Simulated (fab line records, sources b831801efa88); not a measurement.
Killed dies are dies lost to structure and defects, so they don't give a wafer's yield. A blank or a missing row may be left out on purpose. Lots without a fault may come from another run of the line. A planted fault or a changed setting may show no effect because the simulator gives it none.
fab line records | flow sky130
record lots=6 wafers=18 last_day=50
route steps=708 shown CONTACT@412 PAD_OPEN@708
lots that met no fault: from a run of the same line without faults
start_h: hours from the record's first day to the start of the lot's first wafer shown | wait_h: hours since the lot's step before | " the same as in the row above | L1.1+2: a row that stands for several wafers | - no value, or no start given | * or withheld: withheld | < > ~ a bound
route shown NAME@n: a module of which the file shows steps, and the number in the route of the first | usual: mean/standard deviation of fault-free wafers | same: alike in all rows | chamber/n: place in a boat | sites: the reading at each site | _std_site: their standard deviation | _edge_site: outer sites' mean less inner sites' | radius_mm: how far each site lies from the wafer's centre | mask NAME#n: copy n | behind: the tool/chamber that last shaped the wafer | hold: why the lot was held/for how many hours/how that ended | device: the transistor (n, p or np) that didn't switch | end of line: the same wafers' tests at the end of the route | a step without rows: its recipe alone | killed: dies lost to structure and defects at the first sort, not the wafer's yield | map: a wafer's dies, x killed, . not, _ none there
set.NAME: the setting as run; set.NAME@STEP: as run at that earlier step | model.NAME: the simulator's own value behind a step, which no gauge read
lots at some steps of the route; a table a step, a row a wafer
services: from which hour (start_h, from the record's first day; less than 0 if before it) a tool's chamber was out of use, for how many hours, and why
## steps
# step SKY_CONTACT_DEHYDRATE_06
# recipe temp_c=200 time_s=60
# step SKY_CONTACT_HMDS_07
# recipe prime_time_s=60 prime_temp_c=120
# step SKY_CONTACT_COAT_08
# recipe resist=BARC temp_c=withheld time_s=withheld spin_rpm=3000 resist_thk_nm=60
# step SKY_CONTACT_COAT_09
# recipe resist=KrF-thick spin_rpm=3000 resist_thk_nm=450
# step SKY_CONTACT_SOFTBAKE_10
# recipe temp_c=100 time_s=90 resist=KrF-thick
# step SKY_CONTACT_EXPOSE_11
# recipe mask_id=CTM1 na=0.8 source_shape=annular sigma_inner=0.55 sigma_outer=0.85 target_cd_nm=170 dose_mj=38
# step SKY_CONTACT_PEB_12
# recipe peb_temp_c=withheld peb_time_s=withheld resist=KrF-thick
# step SKY_CONTACT_DEVELOP_13
# recipe develop_time_s=60 resist=KrF-thick dev_temp_c=21
# step SKY_CONTACT_CD_MEAS_14
# recipe target_cd_nm=170
# usual cd_nm=170.2/1.9
# columns lot.wafer tool chamber start_h wait_h cd_nm
L709.1 cd_sem-02 - 736.56 - 167.5
L709.3 " - " " 168.4
L709.6 " - " " 168.5
L718.1 cd_sem-01 - 812.54 - 167.1
L718.2 " - " " 167.6
L718.5 " - " " 167.2
L722.1 cd_sem-01 - 869.04 - 173.1
L722.3 " - " " 172.2
L722.6 " - " " 171.5
L725.1 cd_sem-01 - 870.84 - 171.2
L725.2 " - " " 170.3
L725.3 " - " " 170.2
L728.2 cd_sem-01 - 914.26 - 168.2
L728.4 " - " " 168.2
L728.5 " - " " 169.4
L730.4 cd_sem-02 - 918.77 - 168.1
L730.5 " - " " 167.4
L730.6 " - " " 166.9
# step SKY_CONTACT_OVL_MEAS_15
# usual CONTACT_OVL=3/6.4
# columns lot.wafer tool chamber start_h wait_h CONTACT_OVL[nm]
L709.1 overlay-01 - 736.68 0.1 13
L709.3 " - " " 15
L709.6 " - " " 13
L718.1 overlay-01 - 812.66 0.1 5
L718.2 " - " " 6
L718.5 " - " " -3
L722.1 overlay-02 - 869.16 0.1 -2
L722.3 " - " " -2
L722.6 " - " " 3
L725.1 overlay-01 - 870.96 0.1 -12
L725.2 " - " " -9
L725.3 " - " " -5
L728.2 overlay-02 - 914.36 0.1 1
L728.4 " - " " 7
L728.5 " - " " 2
L730.4 overlay-02 - 918.85 0.1 2
L730.5 " - " " 13
L730.6 " - " " 3
# step SKY_CONTACT_ETCH_16
# recipe chemistry=N2/H2 target=BARC ion_energy_ev=200 source_w=500 bias_w=100 pressure_mtorr=30 n2_flow_sccm=100 h2_flow_sccm=200 stop_on=SiO2 time_s=45.9 target_depth_a=600
# usual bias_w=100.0/0.31 chamber_pressure_mTorr=30.000/0.027 drypump_motor_current_A=5.6/0.47 oes_product_au=0.854/0.0045 throttle_valve_pct=13.223/0.0093
# columns lot.wafer tool chamber start_h wait_h bias_w chamber_pressure_mTorr drypump_motor_current_A oes_product_au rf_hours_counter_h throttle_valve_pct
L709.1 rie_diel-04 0 736.71 0.0 100.1 29.992 6.3 0.856 3 13.239
L709.3 " 2 " " 99.7 30.053 4.7 0.857 8 13.213
L709.6 " 2 " " 100.0 30.015 4.7 0.853 - 13.210
L718.1 rie_diel-01 0 812.69 0.0 99.7 30.003 5.0 0.844 6 13.237
L718.2 " 1 " " 100.3 29.948 5.4 0.861 5 13.225
L718.5 " 0 " " 99.5 29.995 5.0 0.853 - 13.225
L722.1 rie_diel-01 2 869.20 0.0 100.1 30.051 5.9 0.850 19 13.214
L722.3 " 0 " " 99.8 29.967 5.0 0.858 8 13.209
L722.6 " 2 " " 99.7 30.019 5.9 0.846 - 13.218
L725.1 rie_diel-01 0 870.99 0.0 100.2 30.013 5.0 0.855 8 13.224
L725.2 " 2 " " 99.7 30.002 5.9 0.861 19 13.223
L725.3 " 3 " " 99.9 30.035 6.1 0.857 10 13.223
L728.2 rie_diel-02 1 914.39 0.0 100.9 30.022 5.8 0.860 26 13.240
L728.4 " 3 " " 99.9 30.024 5.2 0.859 11 13.234
L728.5 " 2 " " 99.9 30.001 6.2 0.854 - 13.218
L730.4 rie_diel-01 1 918.87 0.0 100.1 30.007 5.4 0.857 8 13.234
L730.5 " 2 " " 100.1 29.980 5.9 0.856 - 13.218
L730.6 " 3 " " 99.9 29.991 6.0 0.851 - 13.207
# step SKY_CONTACT_ETCH_17
# recipe target=SiO2 chemistry=C4F8/O2/Ar stop_on=Si3N4 mask_material=KrF-thick source_w=1500 bias_w=1200 pressure_mtorr=40 c4f8_flow_sccm=withheld O2_flow_sccm=6 Ar_flow_sccm=300 time_s=withheld target_depth_a=3400
# usual bias_w=1200/3.2 chamber_pressure_mTorr=40.00/0.037 oes_product_au=0.891/0.0047
# columns lot.wafer tool chamber start_h wait_h bias_w chamber_pressure_mTorr oes_product_au
L709.1 rie_diel-04 0 736.76 0.0 1202 40.07 0.891
L709.3 " 2 " " 1197 39.96 0.895
L709.6 " 2 " " 1199 40.02 0.896
L718.1 rie_diel-01 0 812.73 0.0 1196 40.00 0.896
L718.2 " 1 " " 1197 40.03 0.891
L718.5 " 0 " " 1199 40.01 0.896
L722.1 rie_diel-01 2 869.24 0.0 1201 39.91 0.894
L722.3 " 0 " " 1202 40.04 0.895
L722.6 " 2 " " 1204 40.00 0.895
L725.1 rie_diel-01 0 871.04 0.0 1199 40.01 0.890
L725.2 " 2 " " 1202 40.01 0.887
L725.3 " 3 " " 1193 39.96 0.891
L728.2 rie_diel-02 1 914.44 0.0 1202 40.00 0.897
L728.4 " 3 " " 1201 40.00 0.886
L728.5 " 2 " " 1198 40.00 0.888
L730.4 rie_diel-01 1 918.91 0.0 1204 39.99 0.893
L730.5 " 2 " " 1204 40.01 0.892
L730.6 " 3 " " 1198 40.08 0.885
# step SKY_CONTACT_ETCH_18
# recipe target=Si3N4 chemistry=CHF3/O2 stop_on=TiN source_w=600 bias_w=200 pressure_mtorr=40 chf3_flow_sccm=50 O2_flow_sccm=5 time_s=39 target_depth_a=750
# usual O2_flow_sccm=4.999/0.014 bias_w=200.0/0.61 drypump_motor_current_A=5.6/0.46 oes_product_au=0.854/0.007 throttle_valve_pct=8.793/0.0087
# columns lot.wafer tool chamber start_h wait_h O2_flow_sccm bias_w drypump_motor_current_A oes_product_au rf_hours_counter_h throttle_valve_pct model.KrF-thick_of_CONTACT_COAT_09.thk_nm
L709.1 rie_diel-04 0 736 - 5.032 201.0 6.4 0.843 3 8.788 246.2
L709.3 " 2 " " 4.998 200.3 4.6 0.840 8 8.789 243
L709.6 " 2 " " 4.970 201.4 4.6 0.845 - 8.783 244.5
L718.1 rie_diel-01 0 812 - 5.019 201.2 5.0 0.859 6 8.790 244.6
L718.2 " 1 " " 4.987 200.2 5.4 0.852 5 8.799 238.7
L718.5 " 0 " " 5.012 200.8 5.0 0.861 - 8.810 243
L722.1 rie_diel-01 2 869 - - - - - - - 326.1
L722.3 " 0 " " - - - - - - 329.9
L722.6 " 2 " " - - - - - - 327
L725.1 rie_diel-01 0 871 - - - - - - - 327.4
L725.2 " 2 " " - - - - - - 324
L725.3 " 3 " " - - - - - - 329.1
L728.2 rie_diel-02 1 914 - 4.987 199.5 5.8 0.847 26 8.788 247.4
L728.4 " 3 " " 4.986 200.2 5.2 0.864 11 8.789 246
L728.5 " 2 " " 5.005 199.4 6.1 0.848 - 8.790 246.7
L730.4 rie_diel-01 1 918 - 4.975 199.9 5.4 0.855 8 8.803 240.4
L730.5 " 2 " " 4.998 199.9 5.9 0.852 - 8.806 239.8
L730.6 " 3 " " 4.972 199.6 6.0 0.856 - 8.776 244.3
# step SKY_CONTACT_STRIP_19
# recipe chemistry=O2/N2 power_w=1400 pressure_mtorr=1500 platen_temp_c=withheld o2_flow_sccm=3000 n2_flow_sccm=300 overash_fraction=0.5
# usual drypump_motor_current_A=5.7/0.51 oes_product_au=0.381/0.0053 strip_time_to_endpoint_s=3.62/0.036
# columns lot.wafer tool chamber start_h wait_h drypump_motor_current_A oes_product_au rf_hours_counter_h strip_time_to_endpoint_s
L709.1 plasma_asher-03 1 736.85 - 6.4 0.385 58 3.67
L709.3 " 0 " " 5.4 0.380 - 3.63
L709.6 " 1 " " 6.4 0.386 - 3.65
L718.1 plasma_asher-01 0 812.82 - 5.2 0.384 89 3.62
L718.2 " 1 " " 5.2 0.380 89 3.58
L718.5 " 1 " " 5.2 0.383 - 3.61
L722.1 plasma_asher-03 0 869.33 - 5.4 0.422 72 4.50
L722.3 " 0 " " 5.4 0.424 - 4.53
L722.6 " 0 " " 5.4 0.420 - 4.50
L725.1 plasma_asher-04 0 871.13 - 5.6 0.415 11 4.52
L725.2 " 1 " " 5.9 0.414 11 4.47
L725.3 " 0 " " 5.6 0.418 - 4.51
L728.2 plasma_asher-03 1 914.53 - 6.4 0.380 77 3.67
L728.4 " 1 " " 6.5 0.375 - 3.67
L728.5 " 0 " " 5.4 0.382 - 3.66
L730.4 plasma_asher-01 0 919.03 - 5.1 0.379 - 3.59
L730.5 " 0 " " 5.1 0.376 - 3.59
L730.6 " 1 " " 5.2 0.377 - 3.64
# step SKY_CONTACT_STRIP_20
# recipe chemistry=post_etch_residue_remover time_s=1200 temp_c=72.5
# step SKY_PAD_OPEN_PROBE_99
# usual killed_at_M0_to_M3=43/6.6 killed_at_M4_up=3.1/1.6 killed_at_contacts=23/5.6 killed_at_front_end=15/4.2 killed_at_other=0.2/0.43 killed_dies=85/9.3 killed_on_rim=17/3.6 killed_open=46/6.6 killed_short=39/6.2
# same gross_dies=492 killed_at_back_side=0
# columns lot.wafer tool chamber start_h wait_h killed_at_M0_to_M3 killed_at_M4_up killed_at_contacts killed_at_front_end killed_at_other killed_dies killed_on_rim killed_open killed_short
L709.1 prober-01 - 1073.26 0.1 42 2 23 8 0 75 11 42 33
L709.3 prober-01 - 1073.36 0.2 42 1 30 9 0 82 16 46 36
L709.6 prober-01 - 1073.51 0.2 41 2 34 12 0 89 21 56 33
L718.1 prober-02 - 1132.96 0.1 53 2 20 12 1 88 23 41 47
L718.2 prober-02 - 1133.01 0.1 41 6 21 10 1 79 10 41 38
L718.5 prober-02 - 1133.16 0.2 38 2 21 17 0 78 17 39 39
L722.1 prober-01 - 1172.93 0.1 48 1 425 18 0 492 96 49 37
L722.3 prober-01 - 1173.03 0.2 39 5 437 10 1 492 96 43 40
L722.6 prober-01 - 1173.18 0.2 39 4 435 14 0 492 96 36 36
L725.1 prober-01 - 1174.43 0.1 38 5 430 18 1 492 96 35 40
L725.2 prober-01 - 1174.48 0.1 53 5 415 19 0 492 96 53 50
L725.3 prober-01 - 1174.53 0.2 44 6 427 15 0 492 96 53 39
L728.2 prober-01 - 1201.40 0.1 50 4 20 14 0 88 21 46 42
L728.4 prober-01 - 1201.50 0.2 43 5 15 13 0 76 10 39 37
L728.5 prober-01 - 1201.55 0.2 45 3 18 11 0 77 14 40 37
L730.4 prober-02 - 1204.54 0.2 30 1 26 19 0 76 18 46 30
L730.5 prober-02 - 1204.59 0.2 38 5 16 16 0 75 20 40 35
L730.6 prober-02 - 1204.64 0.2 40 2 13 13 1 69 19 40 29
# killed by level:class
L709.1 VIA1:geometric_particle:open=12 LI_CONTACT:geometric_particle:open=9 CONTACT:geometric_particle:open=7 VIA3:geometric_particle:open=7 METAL1:geometric_particle:short=6 METAL2:geometric_particle:short=6 VIA1:geometric_particle:short=5 FIELD_ISO:geometric_particle:short=3
L709.3 VIA1:geometric_particle:open=11 CONTACT:geometric_particle:open=9 LI_CONTACT:geometric_particle:open=8 CONTACT:geometric_particle:short=8 VIA3:geometric_particle:open=6 METAL2:geometric_particle:short=6 LOCAL_INTERCONNECT:geometric_particle:short=5 METAL1:geometric_particle:short=5
L709.6 VIA1:geometric_particle:open=15 LI_CONTACT:geometric_particle:open=10 VIA3:geometric_particle:open=7 LOCAL_INTERCONNECT:geometric_particle:short=6 LI_CONTACT:geometric_particle:short=6 VIA2:geometric_particle:open=6 POLY_GATE:geometric_particle:open=5 CONTACT:geometric_particle:open=5
L718.1 VIA2:geometric_particle:open=9 VIA1:geometric_particle:short=8 METAL2:geometric_particle:short=8 VIA1:geometric_particle:open=8 VIA3:geometric_particle:open=7 LOCAL_INTERCONNECT:geometric_particle:short=7 POLY_GATE:geometric_particle:short=5 METAL1:geometric_particle:short=5
L718.2 CONTACT:geometric_particle:open=8 VIA1:geometric_particle:open=6 VIA3:geometric_particle:open=6 VIA2:geometric_particle:open=5 METAL4:geometric_particle:short=5 METAL2:geometric_particle:short=4 LOCAL_INTERCONNECT:geometric_particle:open=4 METAL1:geometric_particle:short=4
L718.5 CONTACT:geometric_particle:open=12 VIA2:geometric_particle:open=8 VIA1:geometric_particle:open=5 CONTACT:geometric_particle:short=5 METAL2:geometric_particle:short=5 FIELD_ISO:geometric_particle:open=4 FIELD_ISO:geometric_particle:short=4 VIA3:geometric_particle:short=4
L722.1 CONTACT:area_etch=406 VIA1:geometric_particle:open=11 VIA3:geometric_particle:open=8 METAL1:geometric_particle:short=7 LI_CONTACT:geometric_particle:open=6 CONTACT:geometric_particle:open=6 FIELD_ISO:geometric_particle:short=4 POLY_GATE:geometric_particle:open=4
L722.3 CONTACT:area_etch=409 CONTACT:geometric_particle:open=10 VIA1:geometric_particle:open=9 LI_CONTACT:geometric_particle:open=6 LOCAL_INTERCONNECT:geometric_particle:short=6 VIA2:geometric_particle:open=6 POLY_GATE:geometric_particle:short=4 VIA3:geometric_particle:open=4
L722.6 CONTACT:area_etch=420 VIA1:geometric_particle:open=8 METAL2:geometric_particle:short=7 VIA1:geometric_particle:short=6 FIELD_ISO:geometric_particle:open=5 SPACER:geometric_particle:short=4 LI_CONTACT:geometric_particle:open=4 LOCAL_INTERCONNECT:geometric_particle:short=4
L725.1 CONTACT:area_etch=417 FIELD_ISO:geometric_particle:short=7 VIA1:geometric_particle:open=7 METAL1:geometric_particle:short=6 METAL2:geometric_particle:short=5 VIA1:geometric_particle:short=5 VIA2:geometric_particle:open=5 LI_CONTACT:geometric_particle:open=4
L725.2 CONTACT:area_etch=389 VIA1:geometric_particle:open=14 CONTACT:geometric_particle:open=10 METAL2:geometric_particle:short=8 FIELD_ISO:geometric_particle:short=7 VIA3:geometric_particle:open=7 VIA2:geometric_particle:open=6 LI_CONTACT:geometric_particle:open=5
L725.3 CONTACT:area_etch=400 CONTACT:geometric_particle:open=12 VIA1:geometric_particle:open=12 METAL2:geometric_particle:short=9 VIA3:geometric_particle:open=8 LI_CONTACT:geometric_particle:open=7 LI_CONTACT:geometric_particle:short=5 METAL4:geometric_particle:short=5
L728.2 CONTACT:geometric_particle:open=10 VIA2:geometric_particle:open=9 VIA3:geometric_particle:open=8 VIA1:geometric_particle:open=7 VIA1:geometric_particle:short=6 FIELD_ISO:geometric_particle:short=5 VIA2:geometric_particle:short=5 METAL3:geometric_particle:short=5
L728.4 VIA1:geometric_particle:open=10 VIA3:geometric_particle:open=8 CONTACT:geometric_particle:open=7 VIA3:geometric_particle:short=7 POLY_GATE:geometric_particle:short=5 VIA2:geometric_particle:open=5 METAL1:geometric_particle:short=5 LI_CONTACT:geometric_particle:open=4
L728.5 VIA3:geometric_particle:open=8 VIA2:geometric_particle:open=7 CONTACT:geometric_particle:open=7 LOCAL_INTERCONNECT:geometric_particle:short=6 VIA1:geometric_particle:open=6 VIA1:geometric_particle:short=5 VIA2:geometric_particle:short=5 LI_CONTACT:geometric_particle:open=4
L730.4 VIA1:geometric_particle:open=9 CONTACT:geometric_particle:open=7 CONTACT:geometric_particle:short=6 VIA2:geometric_particle:open=6 POLY_GATE:geometric_particle:short=5 FIELD_ISO:geometric_particle:open=4 FIELD_ISO:geometric_particle:short=4 LI_CONTACT:geometric_particle:open=4
L730.5 METAL2:geometric_particle:short=10 VIA1:geometric_particle:open=9 VIA3:geometric_particle:open=8 POLY_GATE:geometric_particle:short=6 METAL1:geometric_particle:short=5 CONTACT:geometric_particle:open=5 FIELD_ISO:geometric_particle:open=4 LI_CONTACT:geometric_particle:open=4
L730.6 VIA1:geometric_particle:open=16 VIA1:geometric_particle:short=6 POLY_GATE:geometric_particle:short=5 VIA2:geometric_particle:open=5 METAL1:geometric_particle:short=4 LI_CONTACT:geometric_particle:open=3 CONTACT:geometric_particle:open=3 METAL2:geometric_particle:short=3
# map L722.1 (x killed, . not)
__________xxxxxxxxxx_________
________xxxxxxxxxxxxxx_______
______xxxxxxxxxxxxxxxxxx_____
_____xxxxxxxxxxxxxxxxxxxx____
____xxxxxxxxxxxxxxxxxxxxxx___
___xxxxxxxxxxxxxxxxxxxxxxxx__
__xxxxxxxxxxxxxxxxxxxxxxxxxx_
_xxxxxxxxxxxxxxxxxxxxxxxxxxxx
_xxxxxxxxxxxxxxxxxxxxxxxxxxxx
_xxxxxxxxxxxxxxxxxxxxxxxxxxxx
_xxxxxxxxxxxxxxxxxxxxxxxxxxxx
_xxxxxxxxxxxxxxxxxxxxxxxxxxxx
_xxxxxxxxxxxxxxxxxxxxxxxxxxxx
_xxxxxxxxxxxxxxxxxxxxxxxxxxxx
_xxxxxxxxxxxxxxxxxxxxxxxxxxxx
__xxxxxxxxxxxxxxxxxxxxxxxxxx_
___xxxxxxxxxxxxxxxxxxxxxxxx__
____xxxxxxxxxxxxxxxxxxxxxx___
_____xxxxxxxxxxxxxxxxxxxx____
______xxxxxxxxxxxxxxxxxx_____
________xxxxxxxxxxxxxx_______
__________xxxxxxxxxx_________
# map L725.1 (x killed, . not)
__________xxxxxxxxxx_________
________xxxxxxxxxxxxxx_______
______xxxxxxxxxxxxxxxxxx_____
_____xxxxxxxxxxxxxxxxxxxx____
____xxxxxxxxxxxxxxxxxxxxxx___
___xxxxxxxxxxxxxxxxxxxxxxxx__
__xxxxxxxxxxxxxxxxxxxxxxxxxx_
_xxxxxxxxxxxxxxxxxxxxxxxxxxxx
_xxxxxxxxxxxxxxxxxxxxxxxxxxxx
_xxxxxxxxxxxxxxxxxxxxxxxxxxxx
_xxxxxxxxxxxxxxxxxxxxxxxxxxxx
_xxxxxxxxxxxxxxxxxxxxxxxxxxxx
_xxxxxxxxxxxxxxxxxxxxxxxxxxxx
_xxxxxxxxxxxxxxxxxxxxxxxxxxxx
_xxxxxxxxxxxxxxxxxxxxxxxxxxxx
__xxxxxxxxxxxxxxxxxxxxxxxxxx_
___xxxxxxxxxxxxxxxxxxxxxxxx__
____xxxxxxxxxxxxxxxxxxxxxx___
_____xxxxxxxxxxxxxxxxxxxx____
______xxxxxxxxxxxxxxxxxx_____
________xxxxxxxxxxxxxx_______
__________xxxxxxxxxx_________
## services
# columns tool chamber start_h hours kind
plasma_asher-03 - 715.79 4.5 repair
rie_diel-01 2 715.89 23.6 repair
rie_diel-01 1 717.29 4.3 repair
rie_diel-01 0 718.04 10.1 repair
rie_diel-02 - 721.08 1.2 repair
rie_diel-01 3 723.31 11.1 repair
plasma_asher-04 - 733.75 9.0 pm
plasma_asher-04 0 733.75 9.0 vent_cycle
plasma_asher-04 1 733.75 9.0 vent_cycle
plasma_asher-04 0 742.75 - clean
rie_diel-02 2 749.53 5.1 repair
rie_diel-04 3 780.35 - clean
rie_diel-04 3 780.35 17.2 scheduled_down
rie_diel-04 3 780.35 17.2 vent_cycle
rie_diel-04 0 792.53 35.1 repair
plasma_asher-04 - 793.73 17.9 pm
rie_diel-02 0 825.03 2.8 repair
plasma_asher-01 - 845.46 36.9 repair
rie_diel-04 0 859.97 1.6 repair
rie_diel-01 1 862.78 9.1 repair
plasma_asher-01 - 872.42 2.1 repair
rie_diel-02 3 881.37 9.0 repair
plasma_asher-04 - 881.52 2.8 pm
plasma_asher-01 - 898.01 2.8 pm
## key
first_sign step=SKY_CONTACT_ETCH_18 reading=tool_record direction=missing
effect step=SKY_CONTACT_STRIP_19 reading=strip_time_to_endpoint_s direction=up sigmas=24 usual=* struck=*
effect step=SKY_PAD_OPEN_PROBE_99 reading=killed_at_contacts direction=up sigmas=72 usual=23 struck=428
model_effect step=SKY_CONTACT_ETCH_18 value=KrF-thick_of_CONTACT_COAT_09.thk_nm without=242.5 struck=327.3
more_kills_born_at SKY_CONTACT_ETCH_18@rie_diel-01=2441
met_at SKY_CONTACT_ETCH_18
struck_wafers L722.1,L722.3,L722.6,L725.1,L725.2,L725.3
later_rows_left_out L722.1,L722.3,L722.6,L725.1,L725.2,L725.3
tester_left_out L722,L725
fault kind=skipped_step_whole tool=rie_diel-01 chamber=- onset_h=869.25 steps=SKY_CONTACT_ETCH_18 scope=struck_lots_only
# tester_left_out: of these lots the tester's yield and bins aren't shown, on N5 and GAA mostly nor the transistor test; their killed dies are dies lost to structure and defects alone, not to doping, threshold or leakage, so they don't give the yield
# later_rows_left_out: the simulator's readings of these wafers behind a module that went badly wrong aren't trusted and aren't shown, but for the sort
